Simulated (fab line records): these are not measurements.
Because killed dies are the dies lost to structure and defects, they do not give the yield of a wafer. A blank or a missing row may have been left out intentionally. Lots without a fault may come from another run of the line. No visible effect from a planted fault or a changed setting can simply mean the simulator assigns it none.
What tool caused it?    flow gf180mcu    6 lots, 16 wafers sampled, at 2 steps of a route of 602

WHAT THE GAUGES SHOWED, per wafer
GF_V4_RS_MEAS_24: a four-point-probe measurement.
lot   measured      on            V4_W_RS (ohm/sq)
L864  day 25 15:54  filmMetro-04  0.336 0.335 0.334
L866  day 26 10:16  filmMetro-04  0.332 0.330 0.332
L869  day 27 12:49  filmMetro-04  0.325 0.326 0.326
L875  day 29 14:24  filmMetro-04  0.373 0.377
L877  day 30 04:43  filmMetro-01  0.369 0.368
L883  day 31 10:11  filmMetro-02  0.326 0.330 0.333

WHICH TOOL RAN EACH LOT (tool, then ch and the chambers of the sampled wafers, then the start)
lot   GF_V4_CVD_23
L864  cvdW-01 ch 0,1, day 25 15:46
L866  cvdW-02 ch 0,1, day 26 10:10
L869  cvdW-02 ch 0,1, day 27 12:43
L875  cvdW-02 ch 1, day 29 14:16
L877  cvdW-02 ch 1, day 30 04:35
L883  cvdW-01 ch 0,1, day 31 10:04
- GF_V4_CVD_23: deposits W, target thk 350 nm, time 104.9 s.

THE ANSWER, worked out from the rows above alone
Rule: the usual values come from the lots themselves. Put in order of their means at a reading, lots are off if they are a third of the lots or fewer, leave a main group of 4 or more, and stand apart from it by a gap of 3 or more times the standard deviation of the main group's means; of several such gaps the widest counts. A main group is skipped when, at the precision printed for the reading in the tables above, its means are all equal. Also off: a lot with no number at a reading for which 4 or more lots have one. The other lots that the step has rows for count as sound.
Off: at GF_V4_RS_MEAS_24 (V4_W_RS), L875, L877. The main group: mean 0.330 ohm/sq, standard deviation 0.0034.
If a tool, at a process step before that reading, ran all the lots that are off and no sound lot after the first of them, it fits. Gauges at GF_V4_RS_MEAS_24: tried the same way as those tools. One fits: cvdW-02 at GF_V4_CVD_23. Its last sound lot is L869 (day 27 12:43), its first lot that is off L875 (day 29 14:16): a fault that began between those two fits.

WHAT HAD BEEN PUT IN BY THE SIMULATOR
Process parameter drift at GF_V4_CVD_23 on cvdW-02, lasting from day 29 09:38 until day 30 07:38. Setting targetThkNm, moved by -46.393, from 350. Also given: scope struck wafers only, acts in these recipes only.
Struck lots among those shown: L875, L877. The rule above reached the same finding.
